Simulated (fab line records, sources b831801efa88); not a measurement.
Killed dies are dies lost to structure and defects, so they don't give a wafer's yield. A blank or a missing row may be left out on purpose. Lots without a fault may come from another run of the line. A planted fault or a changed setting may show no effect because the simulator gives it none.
A struck lot beside a sound one | flow sky130 | 16 steps out of a route of 708
Sound: wafers L626.1, L626.5, L626.6. Struck: wafers L618.2, L618.3, L618.6. The cause comes at the end.
At each step with rows: each side's tool, then ch and its chambers, then its first start. Under that, the readings that differ: sound wafers | struck wafers | difference of the means | sigmas: that difference in standard deviations of wafers without a fault.
alike: readings whose means differ by less than 2 such deviations, and words and numbers that are the same on both sides. not compared: withheld readings, readings that some wafer has no value for, bounds like >300 that may hide the same value, and numbers for which the record gives no deviation and whose values overlap.
The two part at a step that has a row with sigmas, a row that says differs or no value, or rows on one side only. Numbers that don't overlap but have no deviation are shown without sigmas and don't part them. A reading that every wafer of one side lacks parts them only if that side has two wafers or more.

first, 7 steps without rows for these wafers: SKY_METAL3_HMDS_06 (prime time 60 s); SKY_METAL3_COAT_07 (resist thk 60 nm); SKY_METAL3_COAT_08 (resist thk 1140 nm); SKY_METAL3_SOFTBAKE_09 (time 90 s); SKY_METAL3_EXPOSE_10 (exposes mask MM3, target cd 300 nm); SKY_METAL3_PEB_11; SKY_METAL3_DEVELOP_12 (develop time 60 s).
SKY_METAL3_CD_MEAS_13: target cd 300 nm.
  sound on cd_sem-01, day 43 17:38; struck on cd_sem-02, day 41 19:21
  alike: cd_nm
SKY_METAL3_OVL_MEAS_14:
  sound on overlay-01, day 43 17:45; struck on overlay-01, day 41 19:28
  alike: METAL3_OVL
SKY_METAL3_DESCUM_15: chemistry O2, time 8 s.
  sound on rie_metal-02 ch 0,1, day 43 17:47; struck on rie_metal-01 ch 0,1, day 41 19:29
  alike: drypump_motor_current_A, oes_product_au
  not compared: rf_hours_counter_h
SKY_METAL3_ETCH_16: etches BARC in N2/H2, stops on SiO2, time 88.2 s, target depth 60 nm.
  sound on rie_metal-02 ch 0,1, day 43 17:49; struck on rie_metal-01 ch 0,1, day 41 19:31
  alike: bias_w, chamber_pressure_mTorr, drypump_motor_current_A, oes_product_au, throttle_valve_pct
  not compared: rf_hours_counter_h
SKY_METAL3_ETCH_17: etches SiO2 in C4F8/O2/Ar, stops on TiN, time 3.9 s, target depth 15 nm.
  sound on rie_diel-04 ch 1,2, day 43 17:55; struck on rie_diel-03 ch 0,1,2, day 41 19:37
  alike: bias_w, chamber_pressure_mTorr, oes_product_au
  not compared: rf_hours_counter_h
SKY_METAL3_METAL_ETCH_18: etches the open film in Cl2/BCl3, stops on SiO2, target depth 845 nm, time 183.1 s.
  sound on rie_metal-01 ch 0,1, day 43 17:56; struck on rie_metal-04 ch 0,1, day 41 19:38
  no value came back on the struck wafers for any of 5 readings (bcl3_flow_sccm (sccm), bias_w (W) and others); on the sound wafers bcl3_flow_sccm (sccm) reads 29.97 29.99 30.04
  reading                                       | sound             | struck          | difference | sigmas
  model.KrF-thick_of_METAL3_COAT_08.thk_nm (nm) | 525.2 534.9 525.3 | 1076 1075 1078  | +548       |
  model.SiO2_of_VIA2_HDPCVD_00.thk_nm (nm)      | 466.6 467.2 467.8 | 492.3 491.1 492 | +24.6      |
  not compared: rf_hours_counter_h, model.METAL3.cd_nm
SKY_METAL3_STRIP_19: strips in O2/N2.
  sound on plasma_asher-04 ch 0,1, day 43 18:07; struck on plasma_asher-02 ch 1, day 41 19:49
  reading                      | sound             | struck            | difference | sigmas
  oes_product_au (a.u.)        | 0.506 0.514 0.502 | 0.710 0.718 0.710 | +0.205     | +40
  strip_time_to_endpoint_s (s) | 6.51 6.60 6.51    | 11.84 11.83 11.86 | +5.30      | +73
  alike: drypump_motor_current_A
  not compared: rf_hours_counter_h
then, 1 step without rows for these wafers: SKY_METAL3_STRIP_20 (strips in post etch residue remover, time 1200 s).
-- the record jumps here: 7 days lie between the struck wafers' starts before and after (it left off in module METAL3 and takes up again in module PAD_OPEN, whose first step shown is number 708 of the route) --
SKY_PAD_OPEN_PROBE_99:
  the record has rows for the struck wafers here (prober-01, day 48 16:32) and none for the sound ones

WHERE THEY PART
First at SKY_METAL3_METAL_ETCH_18; last, within this record, at SKY_PAD_OPEN_PROBE_99.

WHY: what the simulator had put in
Skipped step whole: rie_metal-04, from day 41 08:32 on, at SKY_METAL3_METAL_ETCH_18. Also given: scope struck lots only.
